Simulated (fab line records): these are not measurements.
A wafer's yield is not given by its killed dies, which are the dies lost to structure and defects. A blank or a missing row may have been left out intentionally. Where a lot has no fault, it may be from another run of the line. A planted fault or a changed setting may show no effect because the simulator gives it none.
fab line records	flow sfqLine
[record] lots = 15	wafers = 42	lastDay = 94
route steps=325 shown M2@100 C5@246 I6@267
lots with no fault: from the same line, run without faults
startH: start of the lot's first displayed wafer, in hours after the record's first day	waitH: hours elapsed since this lot's preceding step	" the same as in the row above	L1.1+2: a single row standing in for several wafers	- no value, or no start was given	* or withheld: withheld	< > ~ a bound
route shown NAME@n: a module of which the file shows steps, and the number in the route of the first	usual: mean/standard deviation taken from wafers without a fault	same: alike in all rows	chamber/n: place in a boat	sites: readings site by site	_std_site: standard deviation of those values	_edge_site: inner sites' mean taken away from outer sites' mean	radiusMm: how far each site lies from the wafer's centre	mask NAME#n: copy n	behind: the tool/chamber that last shaped the wafer	hold: what put the lot on hold/how long, in hours/how the hold closed	device: the n, p or np transistor that did not switch	end of line: tests of these same wafers at the route's end	a step with no rows: only its recipe	killed: count of dies lost to structure and defects at first sort (not the wafer's yield)	map: a wafer's dies, x killed, . not, _ none there
set.NAME: the run value of the setting; set.NAME@STEP: its run value at that earlier step	model.NAME: the simulator's own value behind a step, which no gauge read
a sample of lots followed through the steps of the route, with each step as a table and each wafer as a row
services: a tool's chamber out of use, with start hour (startH, from the record's first day; less than 0 if before it), hours out, and reason
[[steps]]
[step SFQ_TRILAYER_M2_ETCH_METAL_ETCH_060]
[recipe] target = Nb	stopOn = SiO2	maskMaterial = PR	chemistry = Cl2/Ar	targetDepthNm = 240	icpW = 600	biasW = 80	pressureMtorr = 10	timeS = 120
[usual] chamberPressureMTorr = 10.000/0.0095	drypumpMotorCurrentA = 5.6/0.56	oesProductAu = 0.897/0.0085
lot.wafer	tool	chamber	startH	waitH	chamberPressureMTorr	drypumpMotorCurrentA	oesProductAu	rfHoursCounterH
L682.1	rieMetal-01	1	510.63	0.0	9.981	5.6	0.905	53
L682.5	"	0	"	"	9.991	5.0	0.905	-
L682.6	"	1	"	"	10.004	5.6	0.891	-
L683.1	rieMetal-04	0	523.83	0.0	9.992	6.2	0.890	24
L683.2	"	1	"	"	9.999	5.7	0.892	124
L683.6	"	1	"	"	10.010	5.7	0.901	-
L684.3	rieMetal-01	1	547.23	0.1	9.985	5.6	0.894	-
L684.4	"	0	"	"	9.997	5.0	0.895	-
L684.6	"	0	"	"	9.999	5.0	0.911	-
L686.2	rieMetal-03	0	571.19	0.0	10.000	5.0	0.888	79
L686.4	"	1	"	"	10.010	6.5	0.883	-
L686.5	"	1	"	"	9.979	6.5	0.899	-
L687.1	rieMetal-01	0	585.72	0.0	10.017	5.0	0.897	164
L687.2	"	1	"	"	10.009	5.6	0.890	64
L687.3	"	1	"	"	10.000	5.6	0.920	-
L688.2	rieMetal-03	1	595.32	0.0	9.981	6.5	0.903	107
L688.3	"	1	"	"	9.997	6.5	0.912	-
L688.4	"	0	"	"	9.981	5.0	0.913	-
L691.2	rieMetal-01	1	622.41	0.1	10.006	5.6	0.907	-
L691.5	"	1	"	"	9.984	5.6	0.894	-
L691.6	"	1	"	"	9.996	5.6	0.901	-
L692.1	rieMetal-01	0	639.56	0.0	10.005	5.0	0.885	173
L692.2	"	1	"	"	9.997	5.6	0.905	75
L692.6	"	0	"	"	9.995	5.0	0.905	-
L693.2	rieMetal-03	0	655.16	0.0	10.011	5.1	0.889	92
L693.3	"	0	"	"	10.017	5.1	0.896	-
L693.4	"	1	"	"	9.980	6.5	0.889	-
L698.1	rieMetal-04	1	701.67	0.0	10.004	5.7	0.910	149
L698.2	"	0	"	"	10.000	6.2	0.905	55
L699.4	rieMetal-03	1	704.11	0.1	9.990	6.5	0.900	-
L699.5	"	1	"	"	9.985	6.6	0.893	-
L701.2	rieMetal-03	1	716.03	0.0	10.007	6.5	0.902	125
L701.4	"	0	"	"	10.002	5.1	0.896	-
L703.2	rieMetal-03	0	724.56	0.0	9.999	5.1	0.896	102
L703.4	"	0	"	"	10.003	5.1	0.887	-
L703.6	"	1	"	"	9.996	6.5	0.888	-
L704.1	rieMetal-04	1	726.96	0.0	10.016	5.7	0.898	152
L704.2	"	0	"	"	9.999	6.2	0.891	57
L704.3	"	0	"	"	9.992	6.1	0.894	-
L705.1	rieMetal-01	0	742.56	0.0	10.006	5.0	0.896	11
L705.2	"	1	"	"	10.010	5.6	0.900	94
L705.4	"	1	"	"	10.013	5.6	0.883	-
[step SFQ_C5_OVL_MEAS_937]
[usual] C5_OVL = -1/6.7
lot.wafer	tool	chamber	startH	waitH	C5_OVL[nm]
L682.1	overlay-02	-	1617.90	0.1	1
L682.5	"	-	"	"	0
L682.6	"	-	"	"	-2
L683.1	overlay-02	-	1658.87	0.1	-3
L683.2	"	-	"	"	-4
L683.6	"	-	"	"	1
L684.3	overlay-02	-	1661.28	0.1	7
L684.4	"	-	"	"	-1
L684.6	"	-	"	"	0
L686.2	overlay-01	-	1669.80	0.1	6
L686.4	"	-	"	"	6
L686.5	"	-	"	"	1
L687.1	overlay-01	-	1670.99	0.1	-8
L687.2	"	-	"	"	-13
L687.3	"	-	"	"	-5
L688.2	overlay-01	-	1672.20	0.1	-10
L688.3	"	-	"	"	-11
L688.4	"	-	"	"	-12
L691.2	overlay-02	-	1710.40	0.1	6
L691.5	"	-	"	"	9
L691.6	"	-	"	"	5
L692.1	overlay-01	-	1725.77	0.1	-2
L692.2	"	-	"	"	8
L692.6	"	-	"	"	9
L693.2	overlay-01	-	1729.25	0.1	3
L693.3	"	-	"	"	3
L693.4	"	-	"	"	-1
L698.1	overlay-02	-	1765.97	0.1	4
L698.2	"	-	"	"	-1
L699.4	overlay-02	-	1774.51	0.1	-5
L699.5	"	-	"	"	-9
L701.2	overlay-02	-	1835.06	0.1	-1
L701.4	"	-	"	"	-12
L703.2	overlay-02	-	1864.86	0.1	0
L703.4	"	-	"	"	-4
L703.6	"	-	"	"	-8
L704.1	overlay-02	-	1866.51	0.1	1
L704.2	"	-	"	"	4
L704.3	"	-	"	"	3
L705.1	overlay-02	-	1868.91	0.1	-7
L705.2	"	-	"	"	-5
L705.4	"	-	"	"	-4
[step SFQ_TRILAYER_I6_CMP_CMP_166]
[recipe] material = SiO2	downForcePsi = 3	platenRpm = 60	padVelocityMS = 0.94248
[usual] motorCurrentA = 10.1/0.72	slurryFilterDpKPa = 13.50/0.14	timeToEndpointS = 201/9.4
lot.wafer	tool	chamber	startH	waitH	motorCurrentA	slurryFilterDpKPa	timeToEndpointS
L682.1	cmp-01	1	1715.45	2.7	9.9	13.41	209
L682.5	"	2	"	"	10.5	13.61	222
L682.6	"	3	"	"	9.3	13.46	211
L683.1	cmp-02	3	1770.64	0.0	10.2	13.49	196
L683.2	"	2	1772.14	1.5	9.3	13.43	193
L683.6	"	0	1773.14	2.5	11.6	13.27	194
L684.3	cmp-01	1	1773.04	0.0	10.1	13.46	202
L684.4	"	0	1774.54	1.5	10.2	13.60	215
L684.6	"	2	1775.54	2.5	10.6	13.52	208
L686.4	cmp-02	1	1783.87	2.3	9.5	13.43	200
L686.2	"	3	1784.87	3.3	10.6	13.68	194
L686.5	"	0	"	"	10.9	13.45	188
L687.1	cmp-02	0	1786.37	2.9	10.9	13.37	205
L687.3	"	2	1787.37	3.9	9.4	13.55	217
L687.2	"	3	"	"	10.6	13.62	204
L688.2	cmp-02	3	1789.37	4.2	10.1	13.25	194
L688.4	"	0	"	"	11.2	13.58	192
L688.3	"	1	"	"	9.5	13.57	209
L691.2	cmp-01	1	1829.59	4.0	9.7	13.50	207
L691.6	"	3	1830.59	4.9	9.7	13.48	202
L691.5	"	0	"	"	11.4	13.46	209
L692.2	cmp-01	2	1850.32	2.4	10.9	13.57	201
L692.1	"	3	"	"	9.6	13.46	196
L692.6	"	2	1852.32	4.4	10.7	13.48	195
L693.3	cmp-02	2	1853.93	0.0	9.1	13.10	206
L693.2	"	3	"	"	9.9	13.74	193
L693.4	"	0	"	"	10.7	13.61	194
L698.1	cmp-02	2	1869.43	9.4	9.3	13.44	186
L698.2	"	0	1870.43	10.4	11.2	13.54	97
L699.4	cmp-02	3	1871.93	10.7	10.4	13.67	194
L699.5	"	3	1873.93	12.7	10.4	13.57	113
L701.2	cmp-02	1	1875.93	11.5	10.1	13.67	107
L701.4	"	2	"	"	9.6	13.22	213
L703.2	cmp-02	0	1968.27	0.0	11.2	13.61	185
L703.4	"	2	1969.27	1.0	9.4	13.62	210
L703.6	"	0	1970.27	2.0	11.1	13.59	196
L704.2	cmp-02	3	1972.37	0.0	9.7	13.41	200
L704.3	"	0	"	"	10.9	13.56	193
L704.1	"	2	1973.87	1.5	9.5	13.56	205
L705.2	cmp-02	0	1978.87	3.5	11.0	13.56	183
L705.1	"	1	"	"	9.2	13.75	202
L705.4	"	2	"	"	9.5	13.31	199
[step SFQ_TRILAYER_I6_VIA_STRIP_STRIP_173]
[recipe] gas = O2	powerW = 200	platenTempC = 40	overashFraction = 0.65	chemistry = O2	pressureMtorr = 50
[usual] chamberPressureMTorr = 50.00/0.043	drypumpMotorCurrentA = 5.7/0.55	oesProductAu = 1.003/0.014
lot.wafer	tool	chamber	startH	waitH	chamberPressureMTorr	drypumpMotorCurrentA	oesProductAu	rfHoursCounterH
L682.1	rieMetal-01	1	1834.81	-	50.04	5.6	1.022	92
L682.5	"	1	"	"	49.97	5.6	1.026	-
L682.6	"	0	"	"	50.01	5.0	0.991	-
L683.1	rieMetal-04	1	1836.01	-	49.97	5.7	1.007	8
L683.2	"	1	"	"	50.00	5.7	0.999	-
L683.6	"	1	"	"	49.99	5.7	1.008	-
L684.3	rieMetal-01	1	1837.50	-	49.93	5.6	1.011	-
L684.4	"	0	"	"	50.00	5.0	0.986	-
L684.6	"	0	"	"	50.01	5.0	1.001	-
L686.2	rieMetal-01	1	1839.61	-	49.93	5.6	1.013	93
L686.4	"	1	"	"	49.97	5.6	1.017	-
L686.5	"	0	"	"	50.02	5.0	0.987	-
L687.1	rieMetal-03	0	1840.81	-	49.95	5.0	0.999	109
L687.2	"	1	"	"	50.02	6.5	1.023	130
L687.3	"	0	"	"	49.95	5.0	1.002	-
L688.2	rieMetal-01	1	1842.01	-	50.01	5.6	1.023	93
L688.3	"	1	"	"	49.97	5.6	1.020	-
L688.4	"	0	"	"	50.08	4.9	0.994	-
L691.2	rieMetal-03	1	1924.43	-	50.03	6.5	0.990	5
L691.5	"	1	"	"	49.94	6.5	1.001	-
L691.6	"	0	"	"	50.00	5.0	1.002	-
L692.1	rieMetal-04	1	1955.78	-	50.04	5.7	1.032	24
L692.2	"	0	"	"	50.04	6.2	1.006	77
L692.6	"	0	"	"	50.01	6.1	1.006	-
L693.2	rieMetal-04	0	1959.38	-	49.99	6.2	1.007	77
L693.3	"	0	"	"	49.98	6.2	0.989	-
L693.4	"	1	"	"	50.01	5.7	1.024	-
L698.1	rieMetal-04	0	1981.11	-	50.10	6.2	0.997	80
L698.2	"	1	"	"	50.01	5.7	1.015	27
L699.4	rieMetal-01	1	1986.11	-	50.03	5.6	1.004	-
L699.5	"	0	"	"	50.05	5.0	0.985	-
L701.2	rieMetal-03	0	1990.71	-	49.96	5.1	0.996	130
L701.4	"	0	"	"	50.03	5.1	0.993	-
L703.2	rieMetal-01	1	2080.83	-	49.96	5.6	0.999	116
L703.4	"	1	"	"	49.99	5.6	1.001	-
L703.6	"	0	"	"	49.98	5.0	0.986	-
L704.1	rieMetal-03	0	2085.63	-	49.94	5.1	0.984	5
L704.2	"	1	"	"	49.95	6.5	0.999	23
L704.3	"	0	"	"	50.07	5.1	0.996	-
L705.1	rieMetal-03	0	2090.34	-	49.98	5.0	0.986	5
L705.2	"	1	"	"	49.95	6.5	0.986	23
L705.4	"	1	"	"	49.91	6.5	0.989	-
[[services]]
tool	chamber	startH	hours	kind
cmp-02	-	522.94	4.5	pm
cmp-02	-	533.43	7.7	pm
cmp-02	-	570.50	4.9	repair
cmp-02	-	575.44	4.0	pm
cmp-02	-	607.71	11.1	pm
rieMetal-01	0	618.26	5.6	repair
cmp-02	-	620.09	1.0	repair
cmp-02	-	642.92	2.0	repair
rieMetal-03	-	658.29	2.8	pm
rieMetal-01	-	749.53	3.8	repair
rieMetal-01	-	820.28	2.8	pm
cmp-02	-	847.40	2.1	repair
rieMetal-01	0	885.55	20.9	repair
rieMetal-01	1	1377.48	26.9	repair
rieMetal-01	0	1419.09	12.7	repair
rieMetal-01	1	1422.15	2.5	repair
rieMetal-01	-	1429.45	0.6	repair
rieMetal-01	-	1534.44	0.8	repair
rieMetal-01	-	1628.96	4.3	pm
rieMetal-01	0	1643.45	5.8	repair
rieMetal-01	1	1689.12	1.5	repair
rieMetal-01	-	1824.43	1.4	pm
rieMetal-01	-	1920.28	2.8	pm
rieMetal-01	-	2001.31	1.2	repair
[[key]]
[firstSign] step = SFQ_TRILAYER_I6_CMP_CMP_166	reading = timeToEndpointS	direction = down	sigmas = 10	usual = *	struck = *
effect none on later readings
metAt SFQ_TRILAYER_I6_CMP_CMP_166
struckLots L698,L699,L701
struckWafers L698.2,L699.5,L701.2
notActingAt SFQ_TRILAYER_M2_ETCH_METAL_ETCH_060,SFQ_C5_OVL_MEAS_937,SFQ_TRILAYER_I6_VIA_STRIP_STRIP_173
[fault] kind = processParameterDrift	tool = cmp-02	chamber = -	onsetH = 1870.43	steps = SFQ_TRILAYER_I6_CMP_CMP_166	channel = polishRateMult	offset = 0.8	shape = step	endH = 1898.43	scope = struckWafersOnly
